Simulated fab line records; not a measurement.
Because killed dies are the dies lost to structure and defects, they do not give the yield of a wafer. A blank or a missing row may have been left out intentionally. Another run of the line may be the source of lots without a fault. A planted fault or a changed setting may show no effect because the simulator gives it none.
2 desks, one fault :: flow sky130 :: only its own numbers are on each desk; what lay behind them is given at the end

AT THE METROLOGY DESK
What the gauges read, lot by lot, whatever tool the lot ran on: means of the sampled wafers that have a number. Marked OUT: a lot whose mean sits more than 4 standard deviations from the usual mean, which makes it out of limits; the brackets give that distance.
Columns: A = GATE_OXIDE_OXIDATION_00_THK at SKY_GATE_OXIDE_THK_MEAS_02, usual 10.27 nm; B = GATE_OXIDE_OVL at SKY_GATE_OXIDE_OVL_MEAS_10, usual -0.3 nm
lot: L776
first seen here: day 13 06:16
A: 10.22
B: -1.4

lot: L778
first seen here: day 13 22:43
A: 10.20
B: 1.9

lot: L788
first seen here: day 17 09:58
A: 10.74
B: -0.9

lot: L789
first seen here: day 17 16:59
A: 10.56
B: -1.3

lot: L791
first seen here: day 18 08:02
A: 10.21
B: -0.8

lot: L792
first seen here: day 18 19:49
A: 10.43
B: 1.0

lot: L798
first seen here: day 20 17:49
A: 10.27
B: -1.0
This desk's verdict: no lot among the 7 shows anything out of limits.

AT THE TOOL OWNER'S DESK: implanter-04
For each lot that ran on this tool, the mean over its sampled wafers that have a number, from the tool's own readings at SKY_GATE_OXIDE_IMPLANT_11. Marked OUT: a lot whose mean sits more than 4 standard deviations from the usual mean, which makes it out of limits; the brackets give that distance.
Columns: A = beamEnergyKeV at SKY_GATE_OXIDE_IMPLANT_11, usual 10.000; B = beamOnS at SKY_GATE_OXIDE_IMPLANT_11, usual 10.00 s; C = doseIonsCm2 at SKY_GATE_OXIDE_IMPLANT_11, usual 2.6e+12
lot: L776
first seen here: day 14 08:48
A: 9.998
B: 10.00
C: 2.6e+12

lot: L788
first seen here: day 18 15:43
A: 10.914 (+99 or more) OUT
B: 9.84
C: 2.6e+12

lot: L789
first seen here: day 18 23:20
A: 10.919 (+99 or more) OUT
B: 10.12
C: 2.6e+12

lot: L792
first seen here: day 20 01:58
A: 10.913 (+99 or more) OUT
B: 9.95
C: 2.6e+12
This desk's finding: out of limits on L788, L789, L792; first on L788, day 18 15:43 (beamEnergyKeV at SKY_GATE_OXIDE_IMPLANT_11). In limits: L776.

PUT TOGETHER
On L788, L789, L792, at day 18 15:43, an alarm was possible from the tool owner's desk.
Metrology desk: nothing out of limits seen.
The metrology desk has L788, L789, L792 on record, within its limits.
The lots listed all ran SKY_GATE_OXIDE_IMPLANT_11 on implanter-04.

WHAT WAS PUT IN BY THE SIMULATOR
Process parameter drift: implanter-04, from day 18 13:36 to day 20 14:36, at SKY_GATE_OXIDE_IMPLANT_11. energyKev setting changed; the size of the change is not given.
Lots struck among those shown: L788, L789, L792.
Hours from the fault's start to each desk's first reading out of limits: the tool owner's desk, 2.
